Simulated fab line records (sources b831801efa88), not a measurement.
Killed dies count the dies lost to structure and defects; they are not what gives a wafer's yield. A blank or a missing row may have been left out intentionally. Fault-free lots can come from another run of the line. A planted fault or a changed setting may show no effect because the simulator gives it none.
The tool behind it: which one?	flow sky130	Sampling: 14 lots, 42 wafers, 3 of 708 route steps

WHAT THE GAUGES SHOWED, per wafer
Not one reading of a measure or inspect step in the record can be checked against a usual standard deviation.

WHICH TOOL RAN EACH LOT (tool, then ch and the chambers of the sampled wafers, then the start)
lot	SKY_POLY_GATE_ETCH_16	SKY_POLY_GATE_STRIP_18	SKY_PAD_OPEN_PROBE_99
L894	rie diel-03 ch 0,2,3, day 16 10:22	plasma asher-03 ch 0,1, day 16 10:32	-
L895	rie diel-04 ch 1,2, day 16 18:56	plasma asher-04 ch 0,1, day 16 19:05	-
L896	rie diel-03 ch 0,1,3, day 17 03:58	plasma asher-04 ch 0,1, day 17 04:08	-
L897	rie diel-01 ch 0,1, day 17 17:16	plasma asher-03 ch 0,1, day 17 17:26	-
L900	rie diel-03 ch 0,2,3, day 18 15:40	plasma asher-04 ch 0,1, day 18 15:52	-
L901	rie diel-04 ch 0,2,3, day 19 04:01	plasma asher-04 ch 0,1, day 19 04:11	-
L903	rie diel-01 ch 1,3, day 19 20:38	plasma asher-02 ch 0,1, day 19 20:48	prober-02, day 48 05:01
L902	rie diel-03 ch 1,2,3, day 19 22:17	plasma asher-04 ch 0, day 19 22:27	-
L910	rie diel-03 ch 0,2,3, day 22 17:50	plasma asher-03 ch 0,1, day 22 17:59	prober-02, day 49 21:37
L911	rie diel-03 ch 0,2,3, day 22 23:58	plasma asher-04 ch 0,1, day 23 00:08	-
L913	rie diel-01 ch 2,3, day 23 18:19	plasma asher-02 ch 0,1, day 23 18:29	-
L915	rie diel-04 ch 2,3, day 24 06:59	plasma asher-03 ch 0,1, day 24 07:08	-
L916	rie diel-04 ch 0,2,3, day 24 10:26	plasma asher-03 ch 0,1, day 24 10:35	-
L917	rie diel-04 ch 0,2,3, day 24 18:52	plasma asher-02 ch 0,1, day 24 19:01	-
- SKY_POLY_GATE_ETCH_16: etches Si3N4 in CH3F/O2, stops on poly-Si, time 147.5 s, target depth 75 nm.
- SKY_POLY_GATE_STRIP_18: strips in O2/N2.
- SKY_PAD_OPEN_PROBE_99

AS READ BY THE TOOLS THEMSELVES (means over the sampled wafers that have a number; for cases with no such wafer, the mark the record gives instead)
SKY_POLY_GATE_ETCH_16. Usual: O2_flow_sccm 29.99 sccm, standard deviation 0.089; bias w 80.01 W, standard deviation 0.24; drypump motor current A 5.7 A, standard deviation 0.5; oes product au 0.639 a.u., standard deviation 0.0053; rf fwd power W 398.1 W, standard deviation 1.3; throttle valve pct 10.533 %, standard deviation 0.0086.
lot	tool	O2_flow_sccm (sccm)	bias w (W)	drypump motor current A (A)	oes product au (a.u.)	rf fwd power W (W)	throttle valve pct (%)	flag
L894	rie diel-03	29.99	80.20	5.4	0.639	398.0	10.532	
L895	rie diel-04	29.96	80.07	6.1	0.639	398.4	10.529	
L896	rie diel-03	30.05	80.13	5.1	0.635	399.1	10.537	
L897	rie diel-01	29.88	79.78	6.0	0.636	399.8	10.539	
L900	rie diel-03	30.02	79.93	5.4	0.640	398.4	10.533	
L901	rie diel-04	30.03	79.92	6.0	0.635	398.6	10.517	
L903	rie diel-01	30.01	80.18	5.5	0.636	398.4	10.535	
L902	rie diel-03	30.03	79.96	5.3	0.643	398.0	10.531	
L910	rie diel-03	30.01	91.80	5.4	0.639	399.4	10.533	OFF
L911	rie diel-03	30.00	92.26	5.4	0.637	397.7	10.543	OFF
L913	rie diel-01	29.97	80.12	5.0	0.635	398.2	10.531	
L915	rie diel-04	29.93	79.88	6.1	0.641	398.4	10.531	
L916	rie diel-04	29.99	79.74	6.0	0.646	398.1	10.536	
L917	rie diel-04	30.04	79.82	6.0	0.637	397.4	10.537	

SKY_POLY_GATE_STRIP_18. Usual: drypump motor current A 6.1 A, standard deviation 0.38; oes product au 0.360 a.u., standard deviation 0.0046; strip time to endpoint s 3.17 s, standard deviation 0.048.
lot	tool	drypump motor current A (A)	oes product au (a.u.)	strip time to endpoint s (s)	flag
L894	plasma asher-03	6.0	0.365	3.18	
L895	plasma asher-04	6.3	0.362	3.10	
L896	plasma asher-04	6.3	0.362	3.17	
L897	plasma asher-03	6.0	0.358	3.18	
L900	plasma asher-04	6.3	0.360	3.20	
L901	plasma asher-04	6.3	0.365	3.19	
L903	plasma asher-02	5.5	0.362	3.15	
L902	plasma asher-04	6.3	0.359	3.13	
L910	plasma asher-03	6.4	0.359	3.12	
L911	plasma asher-04	6.3	0.355	3.09	
L913	plasma asher-02	5.6	0.357	3.12	
L915	plasma asher-03	6.0	0.363	3.18	
L916	plasma asher-03	6.4	0.357	3.16	
L917	plasma asher-02	5.6	0.357	3.19	

SKY_PAD_OPEN_PROBE_99. Usual: killed_at_M0_to_M3 42, standard deviation 7; killed_at_M4_up 3.2, standard deviation 1.6; killed at contacts 24, standard deviation 5.8; killed at front end 16, standard deviation 4.3; killed at other 0.3, standard deviation 0.62; killed dies 86, standard deviation 9.5; killed open 46, standard deviation 6.4; killed short 39, standard deviation 6.3.
lot	tool	killed_at_M0_to_M3	killed_at_M4_up	killed at contacts	killed at front end	killed at other	killed dies	killed open	killed short	flag
L903	prober-02	45	3.3	25	13	0.7	87	47	41	
L910	prober-02	55	4.0	19	10	0.0	88	44	44	

THE ANSWER, worked out from the rows above alone
Rule: a lot is off if the mean of its wafers that have a number lies more than 3 standard deviations from the usual mean. Also off: a lot with no number at a reading for which 4 or more lots have one. The other lots that the step has rows for count as sound. Order of review: gauges by route order, followed by the tools' own readings, for which a lot's mean as printed above is used. At the first step where some lot is off, the reading lying furthest off is the one used; lots without a number count as furthest.
Off: L910, L911, at SKY_POLY_GATE_ETCH_16 (bias w).
If a tool, at that step or one of the process steps before it, ran each lot that is off and ran no sound lot following the first of them, it fits. One fits: SKY_POLY_GATE_ETCH_16 on rie diel-03. Its last sound lot is L902 (day 19 22:17), its first lot that is off L910 (day 22 17:50): a fault that began between those two fits.
On the lots that are off, the tool's own readings at SKY_POLY_GATE_ETCH_16 differ by more than 5 times the standard deviation of the sound lots' means, which bears it out; bias w reads 92.03 W there versus 79.98 W on the sound lots.

WHAT WAS PUT IN BY THE SIMULATOR
rie diel-03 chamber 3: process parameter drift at SKY_POLY_GATE_ETCH_16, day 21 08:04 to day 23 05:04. Setting bias w, moved by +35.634, from 80. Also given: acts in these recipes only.
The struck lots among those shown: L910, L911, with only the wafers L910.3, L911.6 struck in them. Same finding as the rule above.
